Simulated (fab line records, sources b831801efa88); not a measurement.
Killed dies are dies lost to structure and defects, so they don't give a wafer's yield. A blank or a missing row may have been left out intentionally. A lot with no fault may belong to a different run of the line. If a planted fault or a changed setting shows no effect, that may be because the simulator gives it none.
Matching of chambers    flow gf180mcu    GF_V5_CMP_26 on cmp-02 has 4 sister chambers
The step polishes, stops on SiO2, t overpolish 15 s, target thk 0 nm. 20 wafers are shown with their chamber, then 10 later ones without.

== EACH WAFER AND ITS CHAMBER ==
wafer   chamber  motor current A (A)  time to endpoint s (s)  overpolish run s (s)
L155.2  2        12.5                 90                      14.985
L155.3  1        11.8                 85                      15.023
L155.4  0        9.3                  88                      14.999
L158.1  3        10.8                 82                      15.001
L158.2  1        11.2                 81                      15.007
L158.3  0        9.4                  82                      14.991
L159.2  3        11.4                 89                      15.012
L159.4  1        12.3                 89                      14.996
L159.5  2        12.3                 88                      14.995
L160.3  1        11.6                 90                      14.994
L160.4  2        11.6                 89                      14.988
L160.5  3        10.8                 94                      14.992
L162.2  0        9.3                  86                      15.001
L162.4  2        11.9                 86                      15.014
L162.5  2        11.6                 86                      14.984
L165.1  2        12.6                 87                      15.000
L165.4  1        12.3                 88                      15.010
L165.5  1        11.2                 89                      15.000
L164.1  2        11.7                 90                      15.016
L164.3  1        11.9                 87                      14.975

SIGNATURES, as means of the wafers listed above
reading             chamber 0  chamber 1  chamber 2  chamber 3  scatter within a chamber
motor current A     9.333      11.757     12.029     11.000     0.405
time to endpoint s  85.33      87.00      88.00      88.33      3.23
overpolish run s    14.99700   15.00071   14.99743   15.00167   0.0129
Rule: distance of a wafer from a chamber = root of the sum over the readings of ((wafer's reading minus chamber's mean) / reading's scatter) squared. If the next closest chamber is less than 2 further off than the closest, the wafer can't be placed; otherwise it belongs to the closest. The scatter is the square root of a quotient: the sum, over the shown wafers, of each reading's squared deviation from its chamber's mean, divided by wafers minus chambers.

== WAFERS WITHOUT THEIR CHAMBER ==
wafer   motor current A (A)  time to endpoint s (s)  overpolish run s (s)
L164.5  11.9                 85                      14.999
L166.3  9.1                  85                      14.987
L166.4  11.7                 84                      14.997
L166.6  9.4                  90                      14.996
L171.2  11.2                 86                      15.008
L171.5  10.8                 82                      15.005
L171.6  9.9                  86                      15.006
L172.1  9.3                  87                      14.999
L172.4  11.9                 83                      14.996
L172.6  11.6                 87                      14.983

== CHAMBER TAKEN BY EACH ==
wafer   from the rows above                in truth
L164.5  can't be placed: 1 or 2 or 3       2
L166.3  0                                  0
L166.4  can't be placed: 1 or 2 or 3       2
L166.6  0                                  0
L171.2  can't be placed: 3 or 1 or 2       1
L171.5  can't be placed: 3 or 1 or 2 or 0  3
L171.6  can't be placed: 0 or 3            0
L172.1  0                                  0
L172.4  can't be placed: 1 or 2 or 3       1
L172.6  can't be placed: 1 or 2 or 3       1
Correct placement for 3 of the 10. From these rows, 7 cannot be placed; in 7 the true chamber is one of the candidates. Wrongly placed: 0.
